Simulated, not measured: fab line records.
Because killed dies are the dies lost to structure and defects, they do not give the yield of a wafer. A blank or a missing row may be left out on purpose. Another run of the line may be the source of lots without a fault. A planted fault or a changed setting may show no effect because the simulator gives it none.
fab line records	flow sky130
record: lots: 5	wafers: 15	last-day: 49
route steps=708 shown LI_CONTACT@370 PAD_OPEN@708
lots untouched by any fault: they come from a run of this same line in which no faults occurred
start-h: hours from the record's opening day to when the first of the lot's shown wafers began	wait-h: how many hours have passed since the lot's step before this one	" the same as in the row above	L1.1+2: a row that stands for several wafers	- value missing, or start not given	* or withheld: withheld	< > ~ a bound
route shown NAME@n: NAME is a module with steps in the file, n the number in the route of the first one	usual: the fault-free wafers' mean and standard deviation	same: alike in all rows	chamber/n: place in a boat	sites: readings site by site	_std_site: the values' standard deviation	_edge_site: the outer-site mean with the inner-site mean subtracted	radius-mm: for every site, how far away it sits from the centre of the wafer	mask NAME#n: copy n	behind: the most recent tool/chamber to have shaped the wafer	hold: cause of the lot's hold/its duration in hours/its outcome	device: whichever transistor did not switch (one of n, p or np)	end of line: the route-end tests of the same wafers	step lacking rows: just its recipe	killed: not the wafer's yield, but the dies lost to structure and defects at the first sort	map: shows each die of a wafer: x if killed, . if not, _ if none is there
set.NAME: the setting that was run; set.NAME@STEP: the one run at that earlier step	model.NAME: the simulator's own value behind a step, which no gauge read
a table for each step, a row for each wafer; lots at some steps of the route
services: a tool's chamber out of use, with start hour (start-h, from the record's first day; less than 0 if before it), hours out, and reason
== steps ==
step: SKY_LI_CONTACT_SOFTBAKE_08
recipe: temp-c: 100	time-s: 90	resist: KrF-thick
step: SKY_LI_CONTACT_EXPOSE_09
recipe: mask-id: LICM1	na: 0.8	source-shape: annular	sigma-inner: 0.55	sigma-outer: 0.85	target-cd-nm: 170	dose-mj: 38
step: SKY_LI_CONTACT_PEB_10
recipe: peb-temp-c: withheld	peb-time-s: withheld	resist: KrF-thick
step: SKY_LI_CONTACT_DEVELOP_11
recipe: develop-time-s: 60	resist: KrF-thick	dev-temp-c: 21
step: SKY_LI_CONTACT_CD_MEAS_12
recipe: target-cd-nm: 170
usual: cd-nm: 170.3/1.5
lot.wafer	tool	chamber	start-h	wait-h	cd-nm
L496.1	cd-sem-01	-	688.44	-	169.1
L496.5	"	-	"	"	171.1
L496.6	"	-	"	"	170.4
L506.1	cd-sem-01	-	760.39	-	167.4
L506.2	"	-	"	"	168.6
L506.6	"	-	"	"	170.3
L507.1	cd-sem-01	-	769.08	-	168.9
L507.2	"	-	"	"	169.9
L507.3	"	-	"	"	168.0
L513.1	cd-sem-01	-	810.93	-	168.1
L513.2	"	-	"	"	168.1
L513.3	"	-	"	"	168.4
L515.3	cd-sem-02	-	828.42	-	171.4
L515.4	"	-	"	"	171.8
L515.6	"	-	"	"	172.3
step: SKY_LI_CONTACT_OVL_MEAS_13
usual: LI_CONTACT_OVL: 1/4.6
lot.wafer	tool	chamber	start-h	wait-h	LI_CONTACT_OVL[nm]
L496.1	overlay-02	-	688.56	0.1	0
L496.5	"	-	"	"	5
L496.6	"	-	"	"	2
L506.1	overlay-01	-	760.51	0.1	5
L506.2	"	-	"	"	-1
L506.6	"	-	"	"	3
L507.1	overlay-01	-	769.20	0.1	-2
L507.2	"	-	"	"	-3
L507.3	"	-	"	"	-4
L513.1	overlay-02	-	811.05	0.1	7
L513.2	"	-	"	"	-8
L513.3	"	-	"	"	3
L515.3	overlay-01	-	828.51	0.1	5
L515.4	"	-	"	"	3
L515.6	"	-	"	"	-2
step: SKY_LI_CONTACT_ETCH_14
recipe: chemistry: N2/H2	target: BARC	ion-energy-ev: 200	source-w: 500	bias-w: 100	pressure-mtorr: 30	n2-flow-sccm: 100	h2-flow-sccm: 200	stop-on: SiO2	time-s: 45.9	target-depth-a: 600
usual: drypump-motor-current-A: 5.6/0.41	oes-product-au: 0.855/0.0051	throttle-valve-pct: 13.224/0.0098
same: time-s: 45.9
lot.wafer	tool	chamber	start-h	wait-h	drypump-motor-current-A	oes-product-au	rf-hours-counter-h	throttle-valve-pct
L496.1	rie-diel-04	3	688.59	0.0	6.0	0.846	2	13.226
L496.5	"	3	"	"	6.0	0.870	-	13.238
L496.6	"	2	"	"	5.3	0.852	-	13.223
L506.1	rie-diel-02	2	760.54	0.0	6.0	0.858	26	13.217
L506.2	"	1	"	"	5.5	0.852	4	13.229
L506.6	"	2	"	"	6.0	0.854	-	13.229
L507.1	rie-diel-01	1	769.24	0.0	5.8	0.856	4	13.222
L507.2	"	3	"	"	4.9	0.862	8	13.235
L507.3	"	2	"	"	5.8	0.850	12	13.220
L513.1	rie-diel-02	0	811.08	0.0	5.2	0.858	1	13.236
L513.2	"	2	"	"	6.1	0.860	27	13.204
L513.3	"	3	"	"	5.2	0.859	16	13.224
L515.3	rie-diel-01	0	828.53	0.0	6.1	0.854	8	13.221
L515.4	"	1	"	"	5.8	0.848	5	13.237
L515.6	"	3	"	"	4.9	0.854	-	13.227
step: SKY_LI_CONTACT_ETCH_15
recipe: target: PSG	chemistry: C4F8/O2/Ar	stop-on: Si	taper-deg: 4.15	mask-material: KrF-thick	source-w: 1500	bias-w: 1200	pressure-mtorr: 40	c4f8-flow-sccm: withheld	O2_flow_sccm: 6	Ar_flow_sccm: 300	time-s: withheld	target-depth-a: 6000
usual: oes-product-au: 0.843/0.0044
lot.wafer	tool	chamber	start-h	wait-h	oes-product-au
L496.1	rie-diel-04	3	688.64	0.0	0.844
L496.5	"	3	"	"	0.848
L496.6	"	2	"	"	0.831
L506.1	rie-diel-02	2	760.59	0.0	0.838
L506.2	"	1	"	"	0.841
L506.6	"	2	"	"	0.838
L507.1	rie-diel-01	1	769.28	0.0	0.836
L507.2	"	3	"	"	0.839
L507.3	"	2	"	"	0.839
L513.1	rie-diel-02	0	811.12	0.0	0.849
L513.2	"	2	"	"	0.845
L513.3	"	3	"	"	0.841
L515.3	rie-diel-01	0	828.57	0.0	0.844
L515.4	"	1	"	"	0.835
L515.6	"	3	"	"	0.848
step: SKY_LI_CONTACT_STRIP_16
recipe: chemistry: O2/N2	power-w: 1400	pressure-mtorr: 1500	platen-temp-c: withheld	o2-flow-sccm: 3000	n2-flow-sccm: 300	overash-fraction: 0.5
usual: drypump-motor-current-A: 5.9/0.5	oes-product-au: 0.376/0.0048	strip-time-to-endpoint-s: 3.51/0.042
lot.wafer	tool	chamber	start-h	wait-h	drypump-motor-current-A	oes-product-au	rf-hours-counter-h	strip-time-to-endpoint-s
L496.1	plasma-asher-04	1	688.72	-	6.7	0.385	101	3.54
L496.5	"	0	"	"	6.2	0.378	-	3.58
L496.6	"	1	"	"	6.7	0.375	-	3.45
L506.1	plasma-asher-03	1	760.67	-	6.3	0.369	94	3.50
L506.2	"	0	"	"	5.2	0.376	94	3.40
L506.6	"	1	"	"	6.3	0.367	-	3.51
L507.1	plasma-asher-03	0	769.36	-	5.2	0.381	94	3.47
L507.2	"	1	"	"	6.3	0.379	94	3.47
L507.3	"	1	"	"	6.3	0.378	-	3.51
L513.1	plasma-asher-01	1	811.21	-	6.1	0.370	71	3.49
L513.2	"	0	"	"	5.5	0.382	71	3.51
L513.3	"	0	"	"	5.5	0.377	-	3.52
L515.3	plasma-asher-04	1	828.69	-	6.6	0.380	-	3.51
L515.4	"	0	"	"	6.2	0.379	-	3.51
L515.6	"	1	"	"	6.7	0.377	-	3.46
step: SKY_LI_CONTACT_CLEAN_17
recipe: chemistry: NMP	time-s: 600	temp-c: 60	dry: n2-spin
step: SKY_LI_CONTACT_PRE_CLEAN_18
recipe: gas: Ar	time-s: 5.6	bias-v: 358
step: SKY_LI_CONTACT_SPUTTER_19
recipe: material: Ti	target-thk-nm: 20	chamber-pressure-pa: 5	power-w: 2500	substrate-temp-c: 200	time-s: 101.8
usual: throttle-valve-pct: 30.3/0.67
same: time-s: 101.8
lot.wafer	tool	chamber	start-h	wait-h	throttle-valve-pct
L496.1	pvd-sputter-03	-	689.02	0.0	31.0
L496.5	"	-	"	"	30.9
L496.6	"	-	"	"	29.9
L506.1	pvd-sputter-02	-	760.97	0.0	31.0
L506.2	"	-	"	"	29.9
L506.6	"	-	"	"	30.9
L507.1	pvd-sputter-03	-	769.66	0.0	31.1
L507.2	"	-	"	"	30.8
L507.3	"	-	"	"	30.8
L513.1	pvd-sputter-02	-	811.50	0.0	29.4
L513.2	"	-	"	"	29.7
L513.3	"	-	"	"	31.0
L515.3	pvd-sputter-02	-	828.95	0.0	29.4
L515.4	"	-	"	"	30.3
L515.6	"	-	"	"	29.4
step: SKY_LI_CONTACT_SPUTTER_20
recipe: material: TiN	target-thk-nm: 20	chamber-pressure-pa: 5	power-w: 4000	time-s: 80
usual: throttle-valve-pct: 30.3/0.68
lot.wafer	tool	chamber	start-h	wait-h	throttle-valve-pct	model.TiN_of_LI_CONTACT_SPUTTER_20.thk-nm
L496.1	pvd-sputter-03	-	689.09	0.0	31.2	19.98
L496.5	"	-	"	"	31.0	19.92
L496.6	"	-	"	"	29.8	19.84
L506.1	pvd-sputter-02	-	761.04	0.0	31.1	20.28
L506.2	"	-	"	"	29.6	19.78
L506.6	"	-	"	"	31.0	20.32
L507.1	pvd-sputter-03	-	769.73	0.0	31.1	19.8
L507.2	"	-	"	"	31.0	19.84
L507.3	"	-	"	"	30.7	6.632
L513.1	pvd-sputter-02	-	811.58	0.0	29.4	19.41
L513.2	"	-	"	"	29.8	19.43
L513.3	"	-	"	"	30.9	19.77
L515.3	pvd-sputter-02	-	829.03	0.0	29.5	20.05
L515.4	"	-	"	"	30.1	20.17
L515.6	"	-	"	"	29.3	19.88
step: SKY_LI_CONTACT_CVD_21
recipe: material: W	target-thk-nm: 400	time-s: 120.56	temp-c: 400	pressure-torr: 40
usual: heater-power-w: 886/67
same: time-s: 120.56
lot.wafer	tool	chamber	start-h	wait-h	heater-power-w
L496.1	cvd-w-02	0	689.15	0.0	917
L496.5	"	1	"	"	893
L496.6	"	0	"	"	914
L506.1	cvd-w-01	1	761.10	0.0	932
L506.2	"	0	"	"	744
L506.6	"	1	"	"	935
L507.1	cvd-w-02	1	769.79	0.0	888
L507.2	"	0	"	"	915
L507.3	"	1	"	"	902
L513.1	cvd-w-01	1	811.64	0.0	951
L513.2	"	0	"	"	757
L513.3	"	1	"	"	941
L515.3	cvd-w-02	0	829.13	0.1	923
L515.4	"	1	"	"	905
L515.6	"	1	"	"	903
step: SKY_PAD_OPEN_PROBE_99
usual: killed_at_M0_to_M3: 43/7.7	killed_at_M4_up: 2.9/1.7	killed-at-contacts: 24/5.5	killed-at-front-end: 15/4	killed-at-other: 0.4/0.66	killed-dies: 86/9.4	killed-open: 47/6.7	killed-short: 38/6.2
same: gross-dies: 492	killed-at-back-side: 0
lot.wafer	tool	chamber	start-h	wait-h	killed_at_M0_to_M3	killed_at_M4_up	killed-at-contacts	killed-at-front-end	killed-at-other	killed-dies	killed-open	killed-short	model.etest.licon-ndiff.rc-ohm	model.etest.nfet-g5v0d10v5.r-on-ohm-um	model.etest.licon-pdiff.rc-ohm	model.etest.nfet_01v8.r-on-ohm-um	model.etest.sonos-uncharged.r-on-ohm-um	model.etest.licon-poly.rc-ohm	model.etest.licon-high-po.rc-ohm	model.etest.nfet_01v8_lvt.drive-ua-um
L496.1	prober-01	-	1081.70	0.1	29	5	21	20	1	76	39	37	181.9	1958	614.7	859.7	823.9	152.4	359.8	566.8
L496.5	prober-01	-	1081.90	0.2	50	3	38	20	0	111	62	49	188.7	1920	600.1	844.3	820.4	147.2	344	567.1
L496.6	prober-01	-	1081.95	0.2	36	3	30	17	0	86	49	36	177.8	1890	579.6	840.6	805.5	144	346.2	570.1
L506.1	prober-02	-	1136.39	0.1	46	1	21	14	0	82	44	37	192.2	1885	612.6	860.3	822.9	153.7	368.7	560
L506.2	prober-02	-	1136.44	0.1	48	1	24	10	0	83	46	37	180.9	1862	572.7	836.3	794.4	150.1	367.6	578
L506.6	prober-02	-	1136.64	0.2	33	1	30	15	1	80	47	33	186.1	1901	598.5	869.8	813.9	153.7	367.1	553.9
L507.1	prober-02	-	1144.81	0.1	53	6	26	16	0	101	53	47	180	1855	612.9	847.4	803.2	150.9	356.4	563.4
L507.2	prober-02	-	1144.86	0.1	40	0	18	19	1	78	39	39	179.1	1894	581.9	853	804.7	153.6	344.7	557.8
L507.3	prober-02	-	1144.91	0.2	48	5	16	12	0	81	41	40	359.1	2021	733.6	988.9	916.5	255.1	432.4	530.3
L513.1	prober-02	-	1172.45	0.1	43	1	29	13	0	86	48	38	183	1914	583	831.2	819.6	144.4	343.4	573.4
L513.2	prober-02	-	1172.50	0.1	48	2	21	10	1	82	46	35	186.4	1892	581	819	828.4	148.1	345.7	586.5
L513.3	prober-02	-	1172.55	0.2	60	1	15	12	2	90	45	44	184.8	1906	581.4	843.9	821.8	147	348.6	566.6
L515.3	prober-02	-	1183.77	0.2	32	2	27	16	0	77	50	27	174.9	1869	586.5	878.1	819.6	147.2	341.1	541.6
L515.4	prober-02	-	1183.82	0.2	47	3	14	15	1	80	43	36	180.9	1865	590.9	856.2	818.6	147.9	341.1	549.1
L515.6	prober-02	-	1183.92	0.2	36	2	24	7	0	69	41	27	176.4	1871	574	849.4	797.6	151.1	342.7	561.3
killed by level:class
L496.1 VIA1:geometric-particle:open=10 FIELD_ISO:geometric-particle:short=7 CONTACT:geometric-particle:open=7 VIA3:geometric-particle:open=7 FIELD_ISO:geometric-particle:open=4 LOCAL_INTERCONNECT:geometric-particle:short=4 CONTACT:geometric-particle:short=4 POLY_GATE:geometric-particle:short=3
L496.5 VIA1:geometric-particle:open=16 CONTACT:geometric-particle:open=13 LOCAL_INTERCONNECT:geometric-particle:short=10 METAL1:geometric-particle:short=8 VIA2:geometric-particle:open=7 FIELD_ISO:geometric-particle:short=6 LI_CONTACT:geometric-particle:open=6 POLY_GATE:geometric-particle:short=5
L496.6 CONTACT:geometric-particle:open=11 LI_CONTACT:geometric-particle:open=7 VIA1:geometric-particle:open=7 METAL1:geometric-particle:short=7 FIELD_ISO:geometric-particle:open=6 VIA3:geometric-particle:open=5 LOCAL_INTERCONNECT:geometric-particle:short=4 CONTACT:geometric-particle:short=4
L506.1 VIA2:geometric-particle:open=8 CONTACT:geometric-particle:open=7 VIA3:geometric-particle:open=7 METAL1:geometric-particle:short=6 VIA1:geometric-particle:open=6 VIA3:geometric-particle:short=5 FIELD_ISO:geometric-particle:short=4 LI_CONTACT:geometric-particle:open=4
L506.2 VIA3:geometric-particle:open=10 CONTACT:geometric-particle:open=9 VIA1:geometric-particle:open=8 VIA1:geometric-particle:short=6 VIA2:geometric-particle:open=6 CONTACT:geometric-particle:short=5 LI_CONTACT:geometric-particle:open=4 METAL1:geometric-particle:open=4
L506.6 CONTACT:geometric-particle:open=10 VIA1:geometric-particle:open=9 VIA3:geometric-particle:open=6 LI_CONTACT:geometric-particle:open=5 LI_CONTACT:geometric-particle:short=5 LOCAL_INTERCONNECT:geometric-particle:short=5 FIELD_ISO:geometric-particle:short=4 VIA2:geometric-particle:open=4
L507.1 CONTACT:geometric-particle:open=14 VIA1:geometric-particle:open=11 VIA1:geometric-particle:short=8 LI_CONTACT:geometric-particle:open=7 VIA3:geometric-particle:open=7 METAL1:geometric-particle:short=6 VIA2:geometric-particle:open=6 FIELD_ISO:geometric-particle:short=5
L507.2 VIA1:geometric-particle:open=8 POLY_GATE:geometric-particle:open=6 LOCAL_INTERCONNECT:geometric-particle:short=6 METAL2:geometric-particle:short=6 LI_CONTACT:geometric-particle:open=5 VIA2:geometric-particle:short=5 VIA2:geometric-particle:open=5 FIELD_ISO:geometric-particle:short=4
L507.3 VIA1:geometric-particle:open=12 VIA2:geometric-particle:open=7 METAL1:geometric-particle:short=6 METAL2:geometric-particle:short=6 CONTACT:geometric-particle:short=5 CONTACT:geometric-particle:open=5 VIA3:geometric-particle:short=5 VIA1:geometric-particle:short=5
L513.1 VIA1:geometric-particle:open=14 LI_CONTACT:geometric-particle:open=10 CONTACT:geometric-particle:short=8 CONTACT:geometric-particle:open=6 VIA2:geometric-particle:open=6 FIELD_ISO:geometric-particle:open=5 METAL2:geometric-particle:short=5 POLY_GATE:geometric-particle:short=4
L513.2 VIA1:geometric-particle:open=16 VIA1:geometric-particle:short=7 LI_CONTACT:geometric-particle:open=6 CONTACT:geometric-particle:open=6 METAL1:geometric-particle:short=5 METAL2:geometric-particle:short=5 VIA2:geometric-particle:open=4 VIA3:geometric-particle:short=4
L513.3 VIA2:geometric-particle:open=10 METAL2:geometric-particle:short=8 VIA3:geometric-particle:open=7 METAL1:geometric-particle:short=7 VIA1:geometric-particle:short=6 CONTACT:geometric-particle:open=6 VIA1:geometric-particle:open=6 POLY_GATE:geometric-particle:short=5
L515.3 CONTACT:geometric-particle:open=12 VIA1:geometric-particle:open=9 VIA3:geometric-particle:open=6 VIA2:geometric-particle:open=4 LI_CONTACT:geometric-particle:open=4 LOCAL_INTERCONNECT:geometric-particle:short=4 CONTACT:geometric-particle:short=4 METAL1:geometric-particle:short=4
L515.4 VIA1:geometric-particle:open=13 FIELD_ISO:geometric-particle:open=6 METAL1:geometric-particle:short=6 LI_CONTACT:geometric-particle:open=5 LOCAL_INTERCONNECT:geometric-particle:short=4 VIA1:geometric-particle:short=4 VIA2:geometric-particle:open=4 VIA3:geometric-particle:open=4
L515.6 VIA1:geometric-particle:open=12 CONTACT:geometric-particle:open=9 VIA2:geometric-particle:open=7 LOCAL_INTERCONNECT:geometric-particle:short=6 LI_CONTACT:geometric-particle:open=5 METAL2:geometric-particle:short=5 FIELD_ISO:geometric-particle:short=2 SPACER:geometric-particle:open=2
== services ==
tool	chamber	start-h	hours	kind
cvd-w-01	-	667.63	0.5	repair
rie-diel-02	3	683.51	2.7	repair
rie-diel-02	0	687.69	10.5	repair
rie-diel-01	0	706.44	10.7	repair
cvd-w-02	-	710.87	3.7	repair
pvd-sputter-02	-	719.13	3.8	repair
cvd-w-01	0	726.83	2.3	repair
rie-diel-02	0	732.10	16.2	repair
plasma-asher-04	-	733.75	9.0	pm
plasma-asher-04	-	747.05	6.3	pm
pvd-sputter-02	0	747.85	-	consumable-replace:kit
pvd-sputter-02	0	747.85	18.0	scheduled-down
pvd-sputter-02	0	747.85	18.0	vent-cycle
rie-diel-02	0	748.33	-	clean
rie-diel-02	0	748.33	17.5	scheduled-down
rie-diel-04	2	755.38	4.5	repair
rie-diel-02	1	773.67	5.8	repair
cvd-w-02	0	775.10	5.6	repair
pvd-sputter-03	-	782.84	1.8	repair
rie-diel-04	-	794.53	0.4	repair
plasma-asher-03	-	806.16	5.3	repair
plasma-asher-01	-	806.53	1.7	repair
rie-diel-01	2	810.23	12.0	repair
cvd-w-02	-	813.52	1.0	repair
== key ==
first-sign none at tools or gauges
model-effect: step: SKY_LI_CONTACT_SPUTTER_20	value: TiN_of_LI_CONTACT_SPUTTER_20.thk-nm	without: 19.88	struck: 6.632
model-effect: step: SKY_PAD_OPEN_PROBE_99	value: etest.licon-ndiff.rc-ohm	without: 189.3	struck: 359.1
met-at SKY_LI_CONTACT_SPUTTER_20
struck-wafers L507.3
tester-left-out L507
fault: kind: process-parameter-drift	tool: pvd-sputter-03	chamber: -	onset-h: 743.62	steps: SKY_LI_CONTACT_SPUTTER_20	channel: target-thk-nm	offset: -13.247	shape: step	end-h: 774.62	acts-in: these-recipes-only	stated: 20	scope: struck-wafers-only
tester-left-out: of these lots the tester's yield and bins aren't shown, on N5 and GAA mostly nor the transistor test; their killed dies are dies lost to structure and defects alone, not to doping, threshold or leakage, so they don't give the yield
